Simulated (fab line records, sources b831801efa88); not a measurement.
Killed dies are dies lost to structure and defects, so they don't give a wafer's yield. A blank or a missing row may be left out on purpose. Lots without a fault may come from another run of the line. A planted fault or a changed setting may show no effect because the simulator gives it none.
One fault seen from 2 desks | flow gf180mcu | each desk has only its own numbers; what lay behind them comes last

THE TOOL OWNER'S DESK: plasma_asher-04
The tool's own readings at GF_V5_STRIP_18 (strips in O2/N2): means of the sampled wafers that have a number, for each lot that ran on this tool. A lot is out of limits, marked OUT, if its mean lies more than 4 standard deviations from the usual mean; the brackets give that distance.
Columns: A = drypump_motor_current_A at GF_V5_STRIP_18, usual 5.7 A; B = heater_power_w at GF_V5_STRIP_18, usual 305 W; C = n2_flow_sccm at GF_V5_STRIP_18, usual 300.0 sccm; D = oes_product_au at GF_V5_STRIP_18, usual 0.569 a.u.; E = platen_temp_c at GF_V5_STRIP_18, usual 249.99 C
lot  | first seen here | A   | B   | C               | D     | E
L455 | day 31 00:04    | 5.3 | 317 | 239.9 (-74) OUT | 0.572 | 249.95
L458 | day 31 17:19    | 5.3 | 312 | 240.2 (-74) OUT | 0.570 | 249.99
This desk's finding: out of limits on L455, L458; first on L455, day 31 00:04 (n2_flow_sccm at GF_V5_STRIP_18). In limits: none.

THE METROLOGY DESK
What the gauges read, lot by lot, whatever tool the lot ran on: means of the sampled wafers that have a number. A lot is out of limits, marked OUT, if its mean lies more than 4 standard deviations from the usual mean; the brackets give that distance.
Columns: A = V4_OVL at GF_V4_OVL_MEAS_15, usual -1 nm
lot  | first seen here | A
L443 | day 24 17:58    | 7
L444 | day 24 22:10    | -8
L445 | day 25 05:20    | 3
L446 | day 25 13:11    | 8
L447 | day 25 18:40    | 4
L448 | day 26 06:26    | -5
L455 | day 28 12:28    | 4
L458 | day 29 07:40    | -5
L461 | day 30 06:20    | 0
L463 | day 30 20:22    | 0
L465 | day 31 05:20    | -4
This desk's finding: nothing out of limits on any of the 11 lots.

PUT TOGETHER
The tool owner's desk could have raised an alarm at day 31 00:04, on L455, L458.
The metrology desk saw nothing out of limits.
The metrology desk has L455, L458 on record, within its limits.
Of the lots named, all ran GF_V5_STRIP_18 on plasma_asher-04.

WHAT THE SIMULATOR HAD PUT IN
Process parameter drift: plasma_asher-04, from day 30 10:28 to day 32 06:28, at GF_V5_STRIP_18. Setting n2_flow_sccm, moved by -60, from 300. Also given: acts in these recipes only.
Lots struck among those shown: L455, L458.
Hours from the fault's start to each desk's first reading out of limits: the tool owner's desk, 14.
